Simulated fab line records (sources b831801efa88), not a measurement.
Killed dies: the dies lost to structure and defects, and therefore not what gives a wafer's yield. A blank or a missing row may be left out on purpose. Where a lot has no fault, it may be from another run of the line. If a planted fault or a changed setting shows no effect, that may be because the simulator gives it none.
The tool behind it: which one? | flow gf180mcu | Sampling: 12 lots, 36 wafers, 6 of 602 route steps

WHAT THE GAUGES READ, wafer by wafer
GF_HV_LDD_CD_MEAS_46: target cd 400 nm.
lot  | measured     | on       | cdNm (nm)
L987 | day 12 16:07 | cdSem-01 | 402.3 398.6 402.0
L988 | day 12 21:08 | cdSem-01 | 397.6 399.3 400.3
L993 | day 14 17:16 | cdSem-02 | 403.2 402.8 402.1
L997 | day 16 03:10 | cdSem-01 | 402.7 404.5 401.8
L100 | day 17 07:37 | cdSem-02 | 398.6 398.0 396.6
L101 | day 17 18:07 | cdSem-01 | 399.4 401.4 400.2
L102 | day 17 18:20 | cdSem-02 | 402.4 399.3 399.7
L104 | day 18 13:44 | cdSem-01 | 394.3 396.1 396.4
L106 | day 19 01:22 | cdSem-01 | 401.2 399.8 400.4
L107 | day 19 11:45 | cdSem-02 | 400.9 400.8 401.9
L108 | day 19 20:55 | cdSem-02 | 400.2 400.6 403.4
L109 | day 20 01:34 | cdSem-01 | 399.8 400.8 401.3

GF_PSD_OVL_MEAS_08.
lot  | measured     | on         | PSD_OVL (nm)
L987 | day 14 12:41 | overlay-01 | 1.2 0.4 0.5
L988 | day 14 19:02 | overlay-01 | 0.6 0.1 1.0
L993 | day 16 16:38 | overlay-02 | 0.2 1.7 0.8
L997 | day 18 04:20 | overlay-02 | 3.3 2.9 0.9
L100 | day 19 09:34 | overlay-01 | 1.8 1.6 1.5
L101 | day 19 21:38 | overlay-01 | 2.5 0.5 2.9
L102 | day 19 22:11 | overlay-01 | -2.4 0.4 -1.0
L104 | day 20 17:57 | overlay-02 | -1.2 -1.2 -1.0
L106 | day 21 05:22 | overlay-02 | 0.1 -0.4 -1.0
L107 | day 21 15:39 | overlay-02 | 1.2 0.1 -0.2
L108 | day 21 23:38 | overlay-01 | 1.7 0.3 1.0
L109 | day 22 04:34 | overlay-02 | -0.1 -0.2 -0.4

GF_PSD_RS_MEAS_15: uses a four-point probe to measure.
lot  | measured     | on           | PSD_RS (ohm/sq)
L987 | day 14 13:18 | filmMetro-03 | 108.45 108.31 108.72
L988 | day 14 19:41 | filmMetro-02 | 108.73 108.50 108.43
L993 | day 16 17:13 | filmMetro-02 | 111.55 111.49 111.53
L997 | day 18 04:56 | filmMetro-03 | 111.91 111.70 111.83
L100 | day 19 10:10 | filmMetro-03 | 108.89 109.04 108.84
L101 | day 19 22:15 | filmMetro-02 | 109.00 108.75 108.56
L102 | day 19 22:49 | filmMetro-01 | 108.80 109.10 108.77
L104 | day 20 18:43 | filmMetro-02 | 108.08 108.71 108.14
L106 | day 21 06:00 | filmMetro-02 | 108.55 109.07 108.58
L107 | day 21 16:16 | filmMetro-01 | 108.46 108.67 108.66
L108 | day 22 00:17 | filmMetro-02 | 108.96 108.55 108.63
L109 | day 22 05:11 | filmMetro-01 | 108.65 108.46 108.61

GF_CONTACT_CD_MEAS_14: target cd 220 nm.
lot  | measured     | on       | cdNm (nm)
L987 | day 16 09:44 | cdSem-01 | 218.6 218.6 218.4
L988 | day 16 16:46 | cdSem-01 | 220.2 220.6 221.6
L993 | day 18 17:13 | cdSem-01 | 220.8 218.4 219.9
L997 | day 20 06:31 | cdSem-01 | 221.5 222.4 220.9
L100 | day 21 12:04 | cdSem-02 | 221.7 221.2 221.2
L101 | day 21 23:16 | cdSem-01 | 218.2 219.0 219.0
L102 | day 21 23:38 | cdSem-01 | 222.5 222.0 222.7
L104 | day 22 19:26 | cdSem-01 | 219.8 221.9 220.3
L106 | day 23 06:17 | cdSem-02 | 219.8 220.2 221.5
L107 | day 23 16:35 | cdSem-02 | 216.1 216.0 216.4
L108 | day 23 23:19 | cdSem-01 | 217.9 218.6 219.2
L109 | day 24 04:34 | cdSem-01 | 219.2 218.8 217.9

TOOL THAT RAN EACH LOT (tool first, then ch and the chambers of the sampled wafers, then the start)
lot  | GF_PSD_IMPLANT_09               | GF_PSD_STRIP_10
L987 | implanter-03 ch 0, day 14 12:44 | plasmaAsher-03 ch 1, day 14 12:53
L988 | implanter-03 ch 0, day 14 19:04 | plasmaAsher-03 ch 0,1, day 14 19:13
L993 | implanter-01 ch 0, day 16 16:40 | plasmaAsher-03 ch 0,1, day 16 16:49
L997 | implanter-01 ch 0, day 18 04:23 | plasmaAsher-01 ch 0,1, day 18 04:32
L100 | implanter-04 ch 0, day 19 09:37 | plasmaAsher-01 ch 0, day 19 09:46
L101 | implanter-04 ch 0, day 19 21:41 | plasmaAsher-02 ch 0,1, day 19 21:50
L102 | implanter-03 ch 0, day 19 22:14 | plasmaAsher-03 ch 0,1, day 19 22:22
L104 | implanter-04 ch 0, day 20 18:02 | plasmaAsher-03 ch 0,1, day 20 18:17
L106 | implanter-01 ch 0, day 21 05:27 | plasmaAsher-01 ch 0,1, day 21 05:34
L107 | implanter-01 ch 0, day 21 15:43 | plasmaAsher-01 ch 0,1, day 21 15:50
L108 | implanter-01 ch 0, day 21 23:44 | plasmaAsher-03 ch 0,1, day 21 23:50
L109 | implanter-01 ch 0, day 22 04:37 | plasmaAsher-02 ch 0,1, day 22 04:46
- GF_PSD_IMPLANT_09
- GF_PSD_STRIP_10: strips in O2/N2.

AS READ BY THE TOOLS THEMSELVES (means over the sampled wafers that have a number; for cases with no such wafer, the mark the record gives instead)
GF_PSD_IMPLANT_09.
lot  | tool         | doseIonsCm2 | faradayCurrentUA
L987 | implanter-03 | 1.5002e+15  | 8236
L988 | implanter-03 | 1.5005e+15  | 8112
L993 | implanter-01 | 1.3829e+15  | 7661
L997 | implanter-01 | 1.3835e+15  | 7829
L100 | implanter-04 | 1.5002e+15  | 8285
L101 | implanter-04 | 1.4995e+15  | 8219
L102 | implanter-03 | 1.4990e+15  | 8388
L104 | implanter-04 | 1.4996e+15  | 8370
L106 | implanter-01 | 1.4996e+15  | 8437
L107 | implanter-01 | 1.4989e+15  | 8307
L108 | implanter-01 | 1.4995e+15  | 8196
L109 | implanter-01 | 1.5016e+15  | 8285

GF_PSD_STRIP_10.
lot  | tool           | drypumpMotorCurrentA (A) | heaterPowerW (W) | oesProductAu (a.u.) | stripTimeToEndpointS (s)
L987 | plasmaAsher-03 | 6.6                      | 362              | 0.589               | 16.54
L988 | plasmaAsher-03 | 6.5                      | 346              | 0.597               | 16.52
L993 | plasmaAsher-03 | 6.6                      | 344              | 0.596               | 16.25
L997 | plasmaAsher-01 | 5.8                      | 346              | 0.599               | 16.25
L100 | plasmaAsher-01 | 5.3                      | 285              | 0.589               | 16.55
L101 | plasmaAsher-02 | 5.8                      | 363              | 0.593               | 16.53
L102 | plasmaAsher-03 | 6.6                      | 348              | 0.588               | 16.57
L104 | plasmaAsher-03 | 6.6                      | 348              | 0.593               | 16.59
L106 | plasmaAsher-01 | 5.8                      | 348              | 0.592               | 16.50
L107 | plasmaAsher-01 | 5.8                      | 348              | 0.592               | 16.47
L108 | plasmaAsher-03 | 6.6                      | 351              | 0.594               | 16.54
L109 | plasmaAsher-02 | 5.8                      | 359              | 0.588               | 16.52

THE ANSWER, worked out from the rows above alone
Rule: usual is defined by the lots themselves. The widest of any qualifying gaps counts: lots, ordered by their means at a reading, are off when they make up no more than a third of the lots, leave a main group of 4 or more, and stand apart from it by 3 or more times the standard deviation of that group's means. If all means in a main group match to the digits the tables above print for the reading, that group is not used. A lot without any number at a reading at which 4 lots or more have one is off too. All remaining lots with rows at the step are treated as sound. After the gauges, taken in route order, come the tools' own readings; for these a lot's mean is taken, as printed above. At the first step where some lot is off, the reading lying furthest off is the one used; lots without a number count as furthest.
Off: at GF_PSD_RS_MEAS_15 (PSD_RS), L993, L997. The main group has a mean of 108.66 ohm/sq with a standard deviation of 0.18.
If a tool, at a process step before that reading, ran all the lots that are off and no sound lot after the first of them, it fits. Not tried: the gauges at GF_PSD_RS_MEAS_15; whatever is off there is also off at GF_PSD_IMPLANT_09, on other tools, and gauge error can't account for it. No candidate that was tried fits.

WHAT THE SIMULATOR PUT IN
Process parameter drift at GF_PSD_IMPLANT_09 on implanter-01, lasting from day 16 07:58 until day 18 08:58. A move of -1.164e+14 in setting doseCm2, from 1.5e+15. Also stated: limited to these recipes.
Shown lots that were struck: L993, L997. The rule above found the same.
